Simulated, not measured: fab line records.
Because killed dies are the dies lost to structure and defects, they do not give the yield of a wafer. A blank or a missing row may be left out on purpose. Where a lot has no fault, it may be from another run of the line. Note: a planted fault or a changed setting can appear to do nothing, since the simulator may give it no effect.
Which tool did it? -- flow sky130 -- 40 wafers sampled from 14 lots at 1 step of a route of 708

WHAT THE GAUGES SHOWED, per wafer
The record holds no reading of a measuring or inspecting step that can be judged against a usual standard deviation.

TOOL THAT RAN EACH LOT (tool first, then ch and the chambers of the sampled wafers, then the start)
lot,SKY_METAL3_DEVELOP_12
L344,"litho-track-02 ch 0, day 39 07:00"
L346,"litho-track-02 ch 0, day 40 01:00"
L347,"litho-track-02 ch 0, day 40 15:00"
L349,"litho-track-04 ch 0, day 40 22:00"
L350,"litho-track-04 ch 0, day 41 02:00"
L353,"litho-track-03 ch 0, day 42 01:00"
L355,"litho-track-03 ch 0, day 42 11:00"
L357,"litho-track-03 ch 0, day 42 23:00"
L358,"litho-track-03 ch 0, day 43 08:00"
L365,"litho-track-03 ch 0, day 45 03:00"
L364,"litho-track-03 ch 0, day 45 09:00"
L366,"litho-track-02 ch 0, day 45 10:00"
L362,"litho-track-04 ch 0, day 45 12:00"
L367,"litho-track-02 ch 0, day 45 17:00"
- SKY_METAL3_DEVELOP_12: develop time 60 s.

AS READ BY THE TOOLS THEMSELVES (means over the sampled wafers that have a number; for cases with no such wafer, the mark the record gives instead)
SKY_METAL3_DEVELOP_12. Usual: developer-temp-C reads 20.99 C (standard deviation 0.11).
lot,tool,developer-temp-C (C),flag
L344,litho-track-02,21.00,
L346,litho-track-02,20.94,
L347,litho-track-02,20.98,
L349,litho-track-04,20.92,
L350,litho-track-04,20.90,
L353,litho-track-03,21.02,
L355,litho-track-03,21.08,
L357,litho-track-03,21.02,
L358,litho-track-03,21.01,
L365,litho-track-03,21.55,OFF
L364,litho-track-03,21.50,OFF
L366,litho-track-02,20.99,
L362,litho-track-04,21.04,
L367,litho-track-02,20.86,

THE ANSWER, worked out from the rows above alone
Rule: a lot is off if the mean of its wafers that have a number lies more than 3 standard deviations from the usual mean. Also off: a lot with no number at a reading for which 4 or more lots have one. Where the step has rows for the other lots, those lots are counted as sound. Order of review: gauges by route order, followed by the tools' own readings, for which a lot's mean as printed above is used. At the first step where some lot is off, the reading lying furthest off is the one used; lots without a number count as furthest.
Off: L365, L364 (SKY_METAL3_DEVELOP_12, developer-temp-C).
If a tool, at that step or one of the process steps before it, ran each lot that is off and ran no sound lot following the first of them, it fits. One candidate fits, namely litho-track-03 at SKY_METAL3_DEVELOP_12. Its last sound lot is L358 (day 43 08:00), its first lot that is off L365 (day 45 03:00): a fault that began between those two fits.
On the lots that are off, the tool's own readings at SKY_METAL3_DEVELOP_12 differ by more than 5 times the standard deviation of the sound lots' means, which bears it out; developer-temp-C reads 21.52 C there versus 20.98 C on the sound lots.

WHAT THE SIMULATOR HAD INSERTED
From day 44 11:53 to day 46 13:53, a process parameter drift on litho-track-03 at SKY_METAL3_DEVELOP_12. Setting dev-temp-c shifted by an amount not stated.
Struck lots among those shown: L365, L364. The rule above found the same.
